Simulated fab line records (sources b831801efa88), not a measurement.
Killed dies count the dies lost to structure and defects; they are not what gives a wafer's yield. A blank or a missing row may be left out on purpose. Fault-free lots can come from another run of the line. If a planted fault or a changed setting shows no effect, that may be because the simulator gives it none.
Check of tool commonality + flow sky130 + Lots sampled 12, wafers sampled 36

== REASON IT WAS OPENED ==
Of 12 lots, 3 have the reading CAPM_CVD_00_THK flagged at SKY_CAPM_THK_MEAS_01. Wafers without a fault read 15.49 nm, standard deviation 0.2.
Rule: flag the lot when none of its wafers has a number, or when each of its wafers that has one lies beyond 4 standard deviations from that mean. The rest of the lots are taken to be sound.

| lot  | measured     | on            | CAPM_CVD_00_THK (nm), wafer by wafer | flag    |
|------|--------------|---------------|--------------------------------------|---------|
| L714 | day 36 17:04 | film_metro-04 | 15.17 15.66 15.55                    |         |
| L715 | day 37 02:56 | film_metro-04 | 15.45 15.49 15.73                    |         |
| L716 | day 37 12:08 | film_metro-01 | 15.46 15.51 15.57                    |         |
| L718 | day 37 12:43 | film_metro-04 | 15.15 15.26 15.30                    |         |
| L717 | day 37 15:57 | film_metro-04 | 15.60 15.52 15.85                    |         |
| L721 | day 38 21:05 | film_metro-04 | 30.69 30.59 30.89                    | FLAGGED |
| L724 | day 39 19:26 | film_metro-03 | 30.72 30.91 31.58                    | FLAGGED |
| L726 | day 40 07:20 | film_metro-04 | 30.83 30.89 31.09                    | FLAGGED |
| L730 | day 41 15:29 | film_metro-04 | 15.36 15.53 15.65                    |         |
| L731 | day 41 20:26 | film_metro-01 | 15.64 15.84 15.86                    |         |
| L732 | day 42 04:53 | film_metro-01 | 15.34 15.58 15.57                    |         |
| L734 | day 42 18:11 | film_metro-03 | 15.30 15.44 15.47                    |         |
The mean of the flagged lots' numbers is 30.91 nm, +15.42 nm from the usual (+77 standard deviations).

== WHICH TOOL EACH LOT WENT THROUGH ==
2 process steps preceding the reading are held in the record, out of 708 steps in the route. Cell contents, in order: the tool; ch with the chambers the sampled wafers went through; the start.
| lot  | flag    | SKY_VIA2_CVD_21               | SKY_CAPM_CVD_00                 |
|------|---------|-------------------------------|---------------------------------|
| L714 |         | cvd_w-02 ch 0,1, day 36 16:11 | pecvd-01 ch 0,2, day 36 17:02   |
| L715 |         | cvd_w-01 ch 0,1, day 37 02:08 | pecvd-04 ch 0,2, day 37 02:55   |
| L716 |         | cvd_w-02 ch 1, day 37 11:20   | pecvd-03 ch 1,2, day 37 12:07   |
| L718 |         | cvd_w-02 ch 0,1, day 37 11:56 | pecvd-04 ch 0,2, day 37 12:41   |
| L717 |         | cvd_w-02 ch 0,1, day 37 15:11 | pecvd-01 ch 0,1, day 37 15:55   |
| L721 | FLAGGED | cvd_w-01 ch 0,1, day 38 20:05 | pecvd-03 ch 0,1, day 38 20:52   |
| L724 | FLAGGED | cvd_w-01 ch 0,1, day 39 18:27 | pecvd-01 ch 0,1,2, day 39 19:00 |
| L726 | FLAGGED | cvd_w-01 ch 0,1, day 40 06:21 | pecvd-04 ch 0,1,2, day 40 07:00 |
| L730 |         | cvd_w-02 ch 0, day 41 14:42   | pecvd-04 ch 0,2, day 41 15:28   |
| L731 |         | cvd_w-01 ch 0,1, day 41 19:38 | pecvd-01 ch 1,2, day 41 20:25   |
| L732 |         | cvd_w-02 ch 0,1, day 42 04:06 | pecvd-01 ch 1,2, day 42 04:52   |
| L734 |         | cvd_w-01 ch 0,1, day 42 17:25 | pecvd-01 ch 1,2, day 42 18:10   |
These steps, and what they do:
- SKY_VIA2_CVD_21: deposits W, target thk 420 nm, time 126.4 s.
- SKY_CAPM_CVD_00: deposits SiO2, target thk 15.5 nm.
- SKY_CAPM_THK_MEAS_01

== FLAGGED AGAINST TOTAL, ONE TOOL AT A TIME (gauges that did the reading follow at the end) ==
| step                 | tool          | lots run | flagged | share of the flagged lots | sound lots run after its first flagged lot |
|----------------------|---------------|----------|---------|---------------------------|--------------------------------------------|
| SKY_VIA2_CVD_21      | cvd_w-01      | 6        | 3       | all                       | 2 (L731,L734)                              |
| SKY_VIA2_CVD_21      | cvd_w-02      | 6        | 0       | none                      | -                                          |
| SKY_CAPM_CVD_00      | pecvd-01      | 6        | 1       | some                      | 3 (L731,L732,L734)                         |
| SKY_CAPM_CVD_00      | pecvd-03      | 2        | 1       | some                      | 0                                          |
| SKY_CAPM_CVD_00      | pecvd-04      | 4        | 1       | some                      | 1 (L730)                                   |
| SKY_CAPM_THK_MEAS_01 | film_metro-01 | 3        | 0       | none                      | -                                          |
| SKY_CAPM_THK_MEAS_01 | film_metro-03 | 2        | 1       | some                      | 1 (L734)                                   |
| SKY_CAPM_THK_MEAS_01 | film_metro-04 | 7        | 2       | some                      | 1 (L730)                                   |

== WHAT IS ALLOWED BY THE TABLE ==
1 row of the table ran every flagged lot: cvd_w-01 at SKY_VIA2_CVD_21.
- cvd_w-01 at SKY_VIA2_CVD_21: 3 of its 6 lots flagged. Sound lots ran on it after the first flagged one (L731, L734), which a lasting fault on the whole tool wouldn't allow.
There is no row in the table that ran each flagged lot and no sound lot after the first.

== WHAT THE SIMULATOR PUT IN ==
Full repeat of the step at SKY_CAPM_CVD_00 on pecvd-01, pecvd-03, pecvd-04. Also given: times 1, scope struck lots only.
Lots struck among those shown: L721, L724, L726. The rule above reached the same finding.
